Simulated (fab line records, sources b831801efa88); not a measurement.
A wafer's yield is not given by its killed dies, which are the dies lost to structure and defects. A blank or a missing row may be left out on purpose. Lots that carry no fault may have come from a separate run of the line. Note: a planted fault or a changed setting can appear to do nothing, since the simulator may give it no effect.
Split-lot experiment + flow sfq line + on a route of 325 steps: 5 lots, 27 wafers read

== THE SPLIT ==
At SFQ_TRILAYER_M6_ETCH_METAL_ETCH_162 (etches Nb in Cl2/Ar, stops on SiO2, target depth 240 nm, time 120 s), the setting time s was moved away from the recipe's 120 s on 12 of the 27 wafers read, by -46.5% to +38.1%. All remaining wafers had this setting at the recipe value.

Reading taken at the split's own step.

== THE READING ==
oes product au, in a.u., at SFQ_TRILAYER_M6_ETCH_METAL_ETCH_162 (etches Nb in Cl2/Ar, stops on SiO2, target depth 240 nm, time 120 s). A value of 0.896 a.u. with a standard deviation of 0.0069 a.u. is what fault-free wafers of this fab line usually give.

| wafer  | tool, chamber at the split | time s as run, s | against the recipe | oes product au, a.u. | against lot-mates on the recipe |
|--------|----------------------------|------------------|--------------------|----------------------|---------------------------------|
| L074.1 | rie metal-02, 0            | 120              | recipe             | 0.900                | -                               |
| L074.2 | rie metal-02, 1            | 120              | recipe             | 0.899                | -                               |
| L074.3 | rie metal-02, 1            | 120              | recipe             | 0.901                | -                               |
| L074.4 | rie metal-02, 0            | 165.7            | +38.1%             | 0.865                | -0.035                          |
| L074.5 | rie metal-02, 1            | 165.7            | +38.1%             | 0.869                | -0.031                          |
| L074.6 | rie metal-02, 0            | 165.7            | +38.1%             | 0.877                | -0.023                          |
| L080.1 | rie metal-03, 1            | 120              | recipe             | 0.892                | -                               |
| L080.2 | rie metal-03, 0            | 120              | recipe             | 0.892                | -                               |
| L080.5 | rie metal-03, 0            | 120              | recipe             | 0.897                | -                               |
| L081.1 | rie metal-03, 0            | 120              | recipe             | 0.890                | -                               |
| L081.2 | rie metal-03, 1            | 140.5            | +17.1%             | 0.870                | -0.023                          |
| L081.3 | rie metal-03, 0            | 140.5            | +17.1%             | 0.869                | -0.024                          |
| L081.4 | rie metal-03, 1            | 120              | recipe             | 0.894                | -                               |
| L081.5 | rie metal-03, 0            | 120              | recipe             | 0.896                | -                               |
| L081.6 | rie metal-03, 1            | 140.5            | +17.1%             | 0.878                | -0.015                          |
| L083.1 | rie metal-02, 1            | 69.72            | -41.9%             | 0.997                | +0.100                          |
| L083.2 | rie metal-02, 0            | 120              | recipe             | 0.899                | -                               |
| L083.3 | rie metal-02, 1            | 69.72            | -41.9%             | 0.998                | +0.101                          |
| L083.4 | rie metal-02, 0            | 120              | recipe             | 0.895                | -                               |
| L083.5 | rie metal-02, 1            | 120              | recipe             | 0.898                | -                               |
| L083.6 | rie metal-02, 0            | 69.72            | -41.9%             | 1.004                | +0.107                          |
| L084.1 | rie metal-01, 1            | 120              | recipe             | 0.906                | -                               |
| L084.2 | rie metal-01, 1            | 120              | recipe             | 0.907                | -                               |
| L084.3 | rie metal-01, 1            | 64.18            | -46.5%             | 0.996                | +0.090                          |
| L084.4 | rie metal-01, 1            | 64.18            | -46.5%             | 0.988                | +0.082                          |
| L084.5 | rie metal-01, 1            | 64.18            | -46.5%             | 0.989                | +0.083                          |
| L084.6 | rie metal-01, 1            | 120              | recipe             | 0.906                | -                               |

FIT RESULTS
A straight line over all 27 wafers: oes product au changes by -0.00172 a.u. for each +1% of time s; r = -0.95; the points scatter about the line by 0.015 a.u.
The same after taking each lot's own level away (the mean of its wafers on the recipe; 27 wafers): -0.00166 a.u. for each +1%; r = -0.95; scatter 0.014 a.u.
Per that fit: largest time s move, reading shift of 0.077 a.u.
The lots' own levels span 0.8933 to 0.9063 a.u., that is 1.9 times the standard deviation above.
The two slopes agree, so the slope changes little with the lot-to-lot level.
Check: for one of the wafers moved furthest among these (-46.5%), held out of the fit, the line's prediction against its lot-mates is +0.0858 a.u. It came out at +0.0897 a.u. against them.
Tool readings at the split's step, against how far the setting was moved: oes product au r = -0.95.

== ADDITIONAL SPLITS CARRIED BY THESE WAFERS ==
Other splits were also applied to these wafers ahead of the reading. Each is held against what the fit with the lots' levels taken away leaves over:
| other split on the same wafers                | wafers away from the commonest value | r with oes product au (lot level and that fit taken away) |
|-----------------------------------------------|--------------------------------------|-----------------------------------------------------------|
| SFQ_TRILAYER_A5B_DEP_PECVD_129 time s         | 12                                   | +0.42                                                     |
| SFQ_TRILAYER_I5_BARC_OPEN_VIA_ETCH_200 time s | 9                                    | -0.13                                                     |

== THE WHOLE CHAIN: every reading that the file lists as answering this split, in the file's order ==
| step                                | what it does                                                        | reading                                                                                   | change (the file's fit)                                                              | r (the file's) |
|-------------------------------------|---------------------------------------------------------------------|-------------------------------------------------------------------------------------------|--------------------------------------------------------------------------------------|----------------|
| SFQ_TRILAYER_M6_ETCH_METAL_ETCH_162 | etches Nb in Cl2/Ar, stops on SiO2, target depth 240 nm, time 120 s | oes product au                                                                            | -0.00172 a.u. for each +1% of the setting                                            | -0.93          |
| SFQ_TRILAYER_M6_ETCH_METAL_ETCH_162 | etches Nb in Cl2/Ar, stops on SiO2, target depth 240 nm, time 120 s | M6.feature depth nm (the simulator's own value, which no gauge read)                      | not straight: 126.6 at the lowest setting, 201.5 at the recipe, 210.6 at the highest | not given      |
| SFQ_TRILAYER_M6_ETCH_METAL_ETCH_162 | etches Nb in Cl2/Ar, stops on SiO2, target depth 240 nm, time 120 s | KrF_of_TRILAYER_M6_LITHO_COAT_159.thk nm (the simulator's own value, which no gauge read) | -1.42 nm for each +1% of the setting                                                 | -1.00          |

== THE FILE'S OWN FIT ==
oes product au changes by -0.00172 a.u. for each +1% of time s, r = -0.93.
